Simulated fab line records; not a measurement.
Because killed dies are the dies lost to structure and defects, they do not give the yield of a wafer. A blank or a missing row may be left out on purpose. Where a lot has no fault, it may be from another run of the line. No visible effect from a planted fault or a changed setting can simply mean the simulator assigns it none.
fab line records	flow sky130
record: lots: 24	wafers: 72	last_day: 50
route steps=708 shown FIELD_ISO@24 PWDE@84 SONOS_ONO@183 LDD_HVN@277 VIA4@656 PASSIVATION@682
lots that met no fault: from a run of the same line without faults
start_h: hours from the record's opening day to when the first of the lot's shown wafers began	wait_h: hours from the lot's prior step to this one	" same as the row above	L1.1+2: a row that stands for several wafers	- no value, or no start was given	* or withheld: withheld	< > ~ a bound
route shown NAME@n: names a module that has steps shown in the file, with the first one's number in the route	usual: mean and standard deviation over wafers with no fault	same: alike in all rows	chamber/n: place in a boat	sites: readings site by site	_std_site: their standard deviation	_edge_site: inner sites' mean taken away from outer sites' mean	radius_mm: for every site, how far away it sits from the centre of the wafer	mask NAME#n: copy n	behind: tool/chamber where the wafer was last shaped	hold: why the lot was held/for how many hours/how that ended	device: the transistor (n, p or np) that didn't switch	end of line: at the end of the route, the tests of the same wafers	a step given without rows: its recipe and nothing more	killed: dies that structure and defects cost at the first sort, which is not the same as the wafer's yield	map: a wafer's dies, marking killed ones x, the rest . and places with no die _
set.NAME: the run value of the setting; set.NAME@STEP: its run value at that earlier step	model.NAME: the simulator's own value behind a step, which no gauge read
route steps across a sampled set of lots; one table per step, one row per wafer
services: from which hour (start_h, from the record's first day; less than 0 if before it) a tool's chamber was out of use, for how many hours, and why
== steps ==
step: SKY_FIELD_ISO_THK_MEAS_23
recipe: reads: SiO2_of_FIELD_ISO_OXIDATION_22
usual: FIELD_ISO_OXIDATION_01_THK: 10.09/0.18
lot.wafer	tool	chamber	start_h	wait_h	FIELD_ISO_OXIDATION_01_THK[nm]
L074.1	film_metro-04	-	31.15	0.0	9.96
L074.2	"	-	"	"	10.22
L074.3	"	-	"	"	10.12
L075.1	film_metro-04	-	37.29	0.0	9.86
L075.2	"	-	"	"	9.85
L075.6	"	-	"	"	9.95
L076.2	film_metro-04	-	43.82	0.0	10.21
L076.3	"	-	"	"	10.00
L076.5	"	-	"	"	10.09
L077.1	film_metro-01	-	47.79	0.0	9.89
L077.3	"	-	"	"	9.90
L077.6	"	-	"	"	9.99
L078.2	film_metro-03	-	50.91	0.0	10.04
L078.4	"	-	"	"	9.95
L078.6	"	-	"	"	9.80
L079.2	film_metro-01	-	58.99	0.0	10.11
L079.3	"	-	"	"	10.22
L079.4	"	-	"	"	10.21
L080.1	film_metro-04	-	62.80	0.0	10.29
L080.2	"	-	"	"	10.38
L080.4	"	-	"	"	10.50
L081.1	film_metro-03	-	69.87	0.0	10.24
L081.4	"	-	"	"	10.33
L081.5	"	-	"	"	10.38
L082.1	film_metro-01	-	74.09	0.0	10.02
L082.5	"	-	"	"	10.06
L082.6	"	-	"	"	10.08
L083.1	film_metro-01	-	77.70	0.0	9.89
L083.4	"	-	"	"	9.98
L083.5	"	-	"	"	9.97
L084.1	film_metro-04	-	84.03	0.0	10.25
L084.4	"	-	"	"	10.17
L084.6	"	-	"	"	10.17
L085.1	film_metro-01	-	91.77	0.0	10.17
L085.4	"	-	"	"	10.01
L085.5	"	-	"	"	10.10
L086.4	film_metro-03	-	94.89	0.0	10.25
L086.5	"	-	"	"	10.31
L086.6	"	-	"	"	10.27
L087.1	film_metro-04	-	98.88	0.0	9.86
L087.2	"	-	"	"	9.64
L087.3	"	-	"	"	9.89
L088.4	film_metro-01	-	104.35	0.0	10.22
L088.5	"	-	"	"	10.09
L088.6	"	-	"	"	10.12
L089.1	film_metro-04	-	111.19	0.0	10.05
L089.3	"	-	"	"	9.96
L089.5	"	-	"	"	10.06
L090.1	film_metro-04	-	117.81	0.0	10.14
L090.2	"	-	"	"	10.07
L090.5	"	-	"	"	10.23
L091.3	film_metro-01	-	119.00	0.0	9.86
L091.5	"	-	"	"	9.94
L091.6	"	-	"	"	10.03
L092.1	film_metro-03	-	128.61	0.0	10.23
L092.5	"	-	"	"	10.32
L092.6	"	-	"	"	10.31
L093.1	film_metro-01	-	131.32	0.0	10.27
L093.2	"	-	"	"	10.36
L093.4	"	-	"	"	10.35
L095.2	film_metro-03	-	141.22	0.0	10.25
L095.5	"	-	"	"	10.11
L095.6	"	-	"	"	10.06
L094.3	film_metro-04	-	141.23	0.0	10.39
L094.5	"	-	"	"	10.21
L094.6	"	-	"	"	10.31
L096.1	film_metro-01	-	144.36	0.0	9.77
L096.2	"	-	"	"	9.89
L096.5	"	-	"	"	9.92
L097.2	film_metro-03	-	149.97	0.0	9.74
L097.3	"	-	"	"	9.95
L097.5	"	-	"	"	9.81
step: SKY_NWELL_RS_MEAS_31
recipe: thk_meas_gauge: four-point-probe
usual: PWDE_RS: 5273/15
lot.wafer	tool	chamber	start_h	wait_h	PWDE_RS[ohm/sq]
L074.1	film_metro-02	-	100.23	0.1	5248
L074.2	"	-	"	"	5265
L074.3	"	-	"	"	5271
L075.1	film_metro-01	-	111.33	0.1	5285
L075.2	"	-	"	"	5289
L075.6	"	-	"	"	5274
L076.2	film_metro-01	-	117.99	0.1	5270
L076.3	"	-	"	"	5298
L076.5	"	-	"	"	5285
L077.1	film_metro-03	-	119.87	0.1	5292
L077.3	"	-	"	"	5285
L077.6	"	-	"	"	5275
L078.2	film_metro-01	-	125.34	0.1	5245
L078.4	"	-	"	"	5269
L078.6	"	-	"	"	5269
L079.2	film_metro-03	-	132.74	0.1	5285
L079.3	"	-	"	"	5275
L079.4	"	-	"	"	5290
L080.1	film_metro-03	-	140.74	0.1	5292
L080.2	"	-	"	"	5289
L080.4	"	-	"	"	5274
L081.1	film_metro-01	-	148.02	0.1	5275
L081.4	"	-	"	"	5272
L081.5	"	-	"	"	5273
L082.1	film_metro-01	-	149.87	0.1	5243
L082.5	"	-	"	"	5264
L082.6	"	-	"	"	5241
L083.1	film_metro-01	-	155.32	0.1	5323
L083.4	"	-	"	"	5309
L083.5	"	-	"	"	5307
L084.1	film_metro-02	-	166.37	0.1	5251
L084.4	"	-	"	"	5260
L084.6	"	-	"	"	5280
L085.1	film_metro-01	-	176.27	0.1	5266
L085.4	"	-	"	"	5292
L085.5	"	-	"	"	5280
L086.4	film_metro-02	-	177.43	0.1	5246
L086.5	"	-	"	"	5268
L086.6	"	-	"	"	5253
L087.1	film_metro-02	-	183.00	0.1	5279
L087.2	"	-	"	"	5270
L087.3	"	-	"	"	5269
L088.4	film_metro-03	-	188.34	0.1	5260
L088.5	"	-	"	"	5290
L088.6	"	-	"	"	5265
L089.1	film_metro-03	-	196.02	0.1	5249
L089.3	"	-	"	"	5267
L089.5	"	-	"	"	5278
L090.1	film_metro-01	-	202.90	0.1	5289
L090.2	"	-	"	"	5265
L090.5	"	-	"	"	5283
L091.3	film_metro-01	-	204.67	0.1	5270
L091.5	"	-	"	"	5263
L091.6	"	-	"	"	5269
L092.1	film_metro-02	-	225.79	0.1	5274
L092.5	"	-	"	"	5281
L092.6	"	-	"	"	5266
L093.1	film_metro-03	-	226.82	0.1	5260
L093.2	"	-	"	"	5267
L093.4	"	-	"	"	5271
L095.2	film_metro-02	-	235.08	0.1	5279
L095.5	"	-	"	"	5293
L095.6	"	-	"	"	5285
L094.3	film_metro-01	-	235.23	0.1	5263
L094.5	"	-	"	"	5263
L094.6	"	-	"	"	5235
L096.1	film_metro-03	-	238.17	0.1	5264
L096.2	"	-	"	"	5249
L096.5	"	-	"	"	5269
L097.2	film_metro-02	-	242.41	0.1	5275
L097.3	"	-	"	"	5279
L097.5	"	-	"	"	5289
step: SKY_SONOS_ONO_ETCH_15
recipe: target_depth_nm: 19.52	chemistry: CHF3/O2	source_w: 600	bias_w: 200	pressure_mtorr: 40	chf3_flow_sccm: 50	O2_flow_sccm: 5	time_s: 7.8
usual: drypump_motor_current_A: 5.8/0.42	oes_product_au: 0.999/0.0085	throttle_valve_pct: 8.824/0.0084
lot.wafer	tool	chamber	start_h	wait_h	drypump_motor_current_A	oes_product_au	rf_hours_counter_h	throttle_valve_pct
L074.1	rie_diel-02	0	272.11	0.0	5.7	0.998	63	8.821
L074.2	"	3	"	"	5.5	0.988	131	8.825
L074.3	"	1	"	"	4.9	0.987	114	8.833
L075.1	rie_diel-04	1	288.71	0.0	6.2	0.994	96	8.807
L075.2	"	3	"	"	6.5	0.987	78	8.825
L075.6	"	0	"	"	6.5	1.009	-	8.823
L076.2	rie_diel-02	0	298.26	0.0	5.7	1.008	64	8.841
L076.3	"	1	"	"	5.0	0.990	115	8.826
L076.5	"	1	"	"	4.9	0.990	-	8.818
L077.1	rie_diel-04	3	299.16	0.0	6.6	1.000	78	8.814
L077.3	"	0	"	"	6.5	1.005	29	8.818
L077.6	"	3	"	"	6.6	0.995	-	8.830
L078.2	rie_diel-03	3	307.66	0.0	5.9	1.002	2	8.822
L078.4	"	2	"	"	5.3	0.995	6	8.830
L078.6	"	3	"	"	5.9	1.004	-	8.827
L079.2	rie_diel-03	1	313.91	0.0	5.6	1.005	10	8.831
L079.3	"	0	"	"	5.8	1.006	14	8.819
L079.4	"	2	"	"	5.4	1.005	6	8.825
L080.1	rie_diel-04	3	328.58	0.0	6.6	1.008	78	8.829
L080.2	"	2	"	"	5.7	1.005	2	8.826
L080.4	"	0	"	"	6.5	0.998	30	8.819
L081.1	rie_diel-02	2	339.71	0.0	5.7	1.015	5	8.832
L081.4	"	1	"	"	5.0	0.997	115	8.827
L081.5	"	0	"	"	5.8	0.996	-	8.820
L082.1	rie_diel-04	3	341.56	0.0	6.6	0.981	79	8.826
L082.5	"	3	"	"	6.6	0.991	-	8.823
L082.6	"	2	"	"	5.7	0.993	-	8.830
L083.1	rie_diel-02	2	348.91	0.0	5.7	1.002	5	8.832
L083.4	"	1	"	"	5.0	0.995	-	8.817
L083.5	"	0	"	"	5.7	1.003	-	8.835
L084.1	rie_diel-02	2	364.13	0.0	5.7	0.985	5	8.813
L084.4	"	0	"	"	5.7	0.993	-	8.804
L084.6	"	3	"	"	5.5	0.989	-	8.822
L085.1	rie_diel-02	0	376.31	0.0	5.7	1.009	65	8.826
L085.4	"	2	"	"	5.7	1.018	-	8.833
L085.5	"	3	"	"	5.6	1.000	-	8.821
L086.4	rie_diel-03	0	388.08	0.0	5.8	1.009	15	8.823
L086.5	"	1	"	"	5.6	1.001	-	8.835
L086.6	"	2	"	"	5.3	0.992	-	8.834
L087.1	rie_diel-03	0	390.28	0.0	5.8	1.004	15	8.811
L087.2	"	2	"	"	5.4	1.001	8	8.818
L087.3	"	1	"	"	5.6	0.992	12	8.843
L088.4	rie_diel-03	3	393.51	0.0	6.0	1.004	4	8.815
L088.5	"	2	"	"	5.4	0.992	-	8.816
L088.6	"	3	"	"	5.9	1.003	-	8.829
L089.1	rie_diel-04	0	403.66	0.0	6.4	1.008	31	8.819
L089.3	"	2	"	"	5.7	0.992	4	8.825
L089.5	"	3	"	"	6.6	0.994	-	8.829
L090.1	rie_diel-03	1	410.86	0.0	5.6	1.000	12	8.820
L090.2	"	0	"	"	5.8	1.012	16	8.808
L090.5	"	2	"	"	5.3	1.003	-	8.818
L091.3	rie_diel-02	3	415.51	0.0	5.5	0.998	2	8.824
L091.5	"	0	"	"	5.8	0.999	-	8.823
L091.6	"	1	"	"	4.9	0.982	-	8.824
L092.1	rie_diel-04	2	441.71	0.0	5.7	0.995	4	8.816
L092.5	"	2	"	"	5.7	0.989	-	8.824
L092.6	"	1	"	"	6.2	0.992	-	8.824
L093.1	rie_diel-03	3	444.11	0.0	5.9	1.014	5	8.834
L093.2	"	2	"	"	5.4	0.996	9	8.829
L093.4	"	0	"	"	5.8	1.009	16	8.829
L095.2	rie_diel-03	1	453.61	0.0	5.6	0.996	13	8.826
L095.5	"	1	"	"	5.6	0.999	-	8.829
L095.6	"	0	"	"	5.8	0.998	-	8.817
L094.3	rie_diel-02	3	458.81	0.0	5.6	0.992	3	8.814
L094.5	"	0	"	"	5.7	0.987	-	8.831
L094.6	"	1	"	"	4.9	0.990	-	8.823
L096.1	rie_diel-03	0	465.78	0.0	5.8	1.010	17	8.810
L096.2	"	1	"	"	5.6	1.004	13	8.828
L096.5	"	2	"	"	5.4	0.991	-	8.806
L097.2	rie_diel-04	0	470.01	0.0	6.4	0.992	32	8.837
L097.3	"	2	"	"	5.8	0.986	5	8.817
L097.5	"	3	"	"	6.6	0.987	-	8.822
step: SKY_LDD_HVN_TW_MEAS_10
usual: LDD_HVN_TW: 1422/11
lot.wafer	tool	chamber	start_h	wait_h	LDD_HVN_TW
L074.1	film_metro-04	-	455.59	0.1	1437
L074.2	"	-	"	"	1443
L074.3	"	-	"	"	1440
L075.1	film_metro-04	-	471.79	0.1	1429
L075.2	"	-	"	"	1434
L075.6	"	-	"	"	1437
L077.1	film_metro-03	-	488.24	0.1	1416
L077.3	"	-	"	"	1416
L077.6	"	-	"	"	1409
L076.2	film_metro-03	-	488.55	0.1	1403
L076.3	"	-	"	"	1407
L076.5	"	-	"	"	1405
L078.2	film_metro-02	-	495.00	0.1	1426
L078.4	"	-	"	"	1432
L078.6	"	-	"	"	1427
L079.2	film_metro-04	-	499.00	0.1	1431
L079.3	"	-	"	"	1421
L079.4	"	-	"	"	1425
L080.1	film_metro-02	-	522.64	0.1	1425
L080.2	"	-	"	"	1426
L080.4	"	-	"	"	1429
L081.1	film_metro-04	-	529.79	0.1	1426
L081.4	"	-	"	"	1415
L081.5	"	-	"	"	1429
L082.1	film_metro-02	-	534.07	0.1	1433
L082.5	"	-	"	"	1437
L082.6	"	-	"	"	1433
L083.1	film_metro-03	-	541.89	0.1	1415
L083.4	"	-	"	"	1414
L083.5	"	-	"	"	1420
L084.1	film_metro-04	-	555.29	0.1	1427
L084.4	"	-	"	"	1424
L084.6	"	-	"	"	1425
L085.1	film_metro-04	-	568.54	0.1	1428
L085.4	"	-	"	"	1419
L085.5	"	-	"	"	1416
L086.4	film_metro-04	-	580.67	0.1	1429
L086.5	"	-	"	"	1433
L086.6	"	-	"	"	1427
L087.1	film_metro-03	-	584.99	0.1	1412
L087.2	"	-	"	"	1414
L087.3	"	-	"	"	1413
L088.4	film_metro-03	-	586.57	0.1	1406
L088.5	"	-	"	"	1410
L088.6	"	-	"	"	1417
L089.1	film_metro-04	-	594.44	0.1	1429
L089.3	"	-	"	"	1430
L089.5	"	-	"	"	1432
L090.1	film_metro-04	-	603.09	0.1	1413
L090.2	"	-	"	"	1427
L090.5	"	-	"	"	1426
L091.3	film_metro-02	-	605.26	0.1	1426
L091.5	"	-	"	"	1427
L091.6	"	-	"	"	1424
L092.1	film_metro-04	-	631.12	0.1	1417
L092.5	"	-	"	"	1419
L092.6	"	-	"	"	1414
L093.1	film_metro-02	-	635.49	0.1	1423
L093.2	"	-	"	"	1432
L093.4	"	-	"	"	1437
L095.2	film_metro-03	-	641.30	0.1	1407
L095.5	"	-	"	"	1401
L095.6	"	-	"	"	1405
L094.3	film_metro-03	-	646.19	0.1	1407
L094.5	"	-	"	"	1409
L094.6	"	-	"	"	1411
L096.1	film_metro-03	-	652.99	0.1	1411
L096.2	"	-	"	"	1406
L096.5	"	-	"	"	1399
L097.2	film_metro-02	-	657.00	0.1	1430
L097.3	"	-	"	"	1425
L097.5	"	-	"	"	1435
step: SKY_VIA4_SPUTTER_17
recipe: material: TiN	target_thk_nm: 20	chamber_pressure_pa: 5	power_w: 4000	time_s: 80
usual: throttle_valve_pct: 30.0/0.75
lot.wafer	tool	chamber	start_h	wait_h	throttle_valve_pct
L074.1	pvd_sputter-03	-	996.72	0.0	28.9
L074.2	"	-	"	"	29.3
L074.3	"	-	"	"	30.8
L075.1	pvd_sputter-01	-	1007.34	0.0	30.3
L075.2	"	-	"	"	30.2
L075.6	"	-	"	"	29.9
L077.1	pvd_sputter-01	-	1039.00	0.0	29.8
L077.3	"	-	"	"	30.3
L077.6	"	-	"	"	30.2
L078.2	pvd_sputter-02	-	1041.08	0.0	28.9
L078.4	"	-	"	"	29.2
L078.6	"	-	"	"	29.4
L076.2	pvd_sputter-01	-	1041.21	0.0	29.7
L076.3	"	-	"	"	29.8
L076.5	"	-	"	"	29.8
L079.2	pvd_sputter-02	-	1042.92	0.0	29.7
L079.3	"	-	"	"	29.5
L079.4	"	-	"	"	31.3
L080.1	pvd_sputter-01	-	1044.40	0.0	30.3
L080.2	"	-	"	"	30.5
L080.4	"	-	"	"	29.8
L081.1	pvd_sputter-01	-	1050.43	0.0	29.8
L081.4	"	-	"	"	30.1
L081.5	"	-	"	"	30.3
L082.1	pvd_sputter-03	-	1051.72	0.0	30.6
L082.5	"	-	"	"	29.7
L082.6	"	-	"	"	30.9
L083.1	pvd_sputter-03	-	1057.42	0.0	30.4
L083.4	"	-	"	"	28.9
L083.5	"	-	"	"	30.8
L084.1	pvd_sputter-02	-	1070.06	0.0	29.6
L084.4	"	-	"	"	31.3
L084.6	"	-	"	"	29.6
L085.1	pvd_sputter-01	-	1080.35	0.0	29.7
L085.4	"	-	"	"	30.0
L085.5	"	-	"	"	30.8
L086.4	pvd_sputter-03	-	1087.26	0.0	30.9
L086.5	"	-	"	"	29.3
L086.6	"	-	"	"	30.5
L087.1	pvd_sputter-02	-	1090.92	0.0	29.3
L087.2	"	-	"	"	30.0
L087.3	"	-	"	"	31.4
L088.4	pvd_sputter-01	-	1092.57	0.0	30.2
L088.5	"	-	"	"	31.0
L088.6	"	-	"	"	30.1
L089.1	pvd_sputter-03	-	1094.34	0.0	29.5
L089.3	"	-	"	"	28.6
L089.5	"	-	"	"	29.3
L090.1	pvd_sputter-01	-	1107.52	0.0	29.9
L090.2	"	-	"	"	31.0
L090.5	"	-	"	"	31.2
L091.3	pvd_sputter-01	-	1107.92	0.0	29.7
L091.5	"	-	"	"	29.8
L091.6	"	-	"	"	30.4
L092.1	pvd_sputter-03	-	1122.00	0.0	29.4
L092.5	"	-	"	"	29.5
L092.6	"	-	"	"	28.7
L093.1	pvd_sputter-02	-	1126.46	0.0	31.2
L093.2	"	-	"	"	29.4
L093.4	"	-	"	"	28.7
L095.2	pvd_sputter-03	-	1131.12	0.0	29.4
L095.5	"	-	"	"	29.3
L095.6	"	-	"	"	30.9
L094.3	pvd_sputter-03	-	1132.70	0.0	28.7
L094.5	"	-	"	"	29.3
L094.6	"	-	"	"	30.5
L096.1	pvd_sputter-01	-	1135.96	0.0	30.4
L096.2	"	-	"	"	30.5
L096.5	"	-	"	"	29.8
L097.2	pvd_sputter-01	-	1138.75	0.0	29.7
L097.3	"	-	"	"	30.1
L097.5	"	-	"	"	29.9
step: SKY_PASSIVATION_THK_MEAS_01
recipe: reads: SiO2_of_PASSIVATION_CVD_00
usual: PASSIVATION_CVD_00_THK: 90.0/1.2
lot.wafer	tool	chamber	start_h	wait_h	PASSIVATION_CVD_00_THK[nm]
L074.1	film_metro-02	-	1022.03	-	89.0
L074.2	"	-	"	"	90.3
L074.3	"	-	"	"	91.4
L075.1	film_metro-03	-	1031.38	-	89.3
L075.2	"	-	"	"	89.8
L075.6	"	-	"	"	90.6
L077.1	film_metro-04	-	1061.90	-	87.8
L077.3	"	-	"	"	87.2
L077.6	"	-	"	"	88.8
L078.2	film_metro-02	-	1063.54	-	89.8
L078.4	"	-	"	"	90.7
L078.6	"	-	"	"	91.2
L076.2	film_metro-02	-	1064.04	-	88.6
L076.3	"	-	"	"	88.7
L076.5	"	-	"	"	89.7
L079.2	film_metro-04	-	1066.26	-	90.2
L079.3	"	-	"	"	89.6
L079.4	"	-	"	"	93.5
L080.1	film_metro-04	-	1067.65	-	88.3
L080.2	"	-	"	"	89.4
L080.4	"	-	"	"	88.9
L081.1	film_metro-02	-	1072.99	-	89.6
L081.4	"	-	"	"	92.1
L081.5	"	-	"	"	89.8
L082.1	film_metro-04	-	1074.66	-	88.6
L082.5	"	-	"	"	90.9
L082.6	"	-	"	"	90.4
L083.1	film_metro-04	-	1080.24	-	88.6
L083.4	"	-	"	"	89.8
L083.5	"	-	"	"	89.0
L084.1	film_metro-03	-	1092.72	-	89.9
L084.4	"	-	"	"	91.0
L084.6	"	-	"	"	91.0
L085.1	film_metro-04	-	1102.73	-	89.0
L085.4	"	-	"	"	90.1
L085.5	"	-	"	"	91.1
L086.4	film_metro-04	-	1110.51	-	90.5
L086.5	"	-	"	"	90.2
L086.6	"	-	"	"	90.6
L087.1	film_metro-04	-	1113.82	-	89.2
L087.2	"	-	"	"	89.8
L087.3	"	-	"	"	88.9
L088.4	film_metro-03	-	1115.85	-	91.7
L088.5	"	-	"	"	92.4
L088.6	"	-	"	"	92.6
L089.1	film_metro-03	-	1117.54	-	88.4
L089.3	"	-	"	"	88.2
L089.5	"	-	"	"	89.9
L090.1	film_metro-04	-	1127.29	-	89.3
L090.2	"	-	"	"	88.8
L090.5	"	-	"	"	91.2
L091.3	film_metro-02	-	1127.63	-	90.0
L091.5	"	-	"	"	90.1
L091.6	"	-	"	"	90.3
L092.1	film_metro-02	-	1142.25	-	89.9
L092.5	"	-	"	"	90.5
L092.6	"	-	"	"	90.5
L093.1	film_metro-04	-	1146.34	-	90.0
L093.2	"	-	"	"	90.3
L093.4	"	-	"	"	91.3
L095.2	film_metro-04	-	1151.48	-	87.8
L095.5	"	-	"	"	89.6
L095.6	"	-	"	"	91.7
L094.3	film_metro-03	-	1153.54	-	91.0
L094.5	"	-	"	"	91.2
L094.6	"	-	"	"	92.3
L096.1	film_metro-03	-	1156.07	-	89.5
L096.2	"	-	"	"	88.7
L096.5	"	-	"	"	91.4
L097.2	film_metro-04	-	1158.72	-	89.0
L097.3	"	-	"	"	89.2
L097.5	"	-	"	"	90.9
== services ==
tool	chamber	start_h	hours	kind
rie_diel-03	1	248.49	11.6	repair
pvd_sputter-03	-	248.73	4.7	repair
pvd_sputter-03	-	254.88	11.4	repair
pvd_sputter-03	-	258.79	1.4	repair
rie_diel-03	-	261.18	0.8	repair
rie_diel-03	1	287.50	7.3	repair
pvd_sputter-01	-	293.84	46.8	repair
rie_diel-03	1	300.53	3.3	repair
pvd_sputter-01	-	327.64	2.8	repair
rie_diel-03	0	444.98	1.3	repair
rie_diel-03	-	478.61	2.0	repair
rie_diel-03	-	490.21	1.1	repair
pvd_sputter-01	-	507.59	6.3	repair
rie_diel-03	-	541.53	0.6	repair
rie_diel-03	0	567.84	14.6	repair
pvd_sputter-01	-	648.31	5.5	repair
pvd_sputter-01	-	680.30	3.0	repair
pvd_sputter-01	-	844.08	1.8	repair
rie_diel-03	1	874.19	2.0	repair
pvd_sputter-01	-	937.51	8.1	repair
rie_diel-03	-	954.90	4.3	pm
rie_diel-03	1	994.32	2.9	repair
rie_diel-03	-	1006.03	2.8	pm
rie_diel-03	0	1064.71	21.0	repair
== key ==
fault none
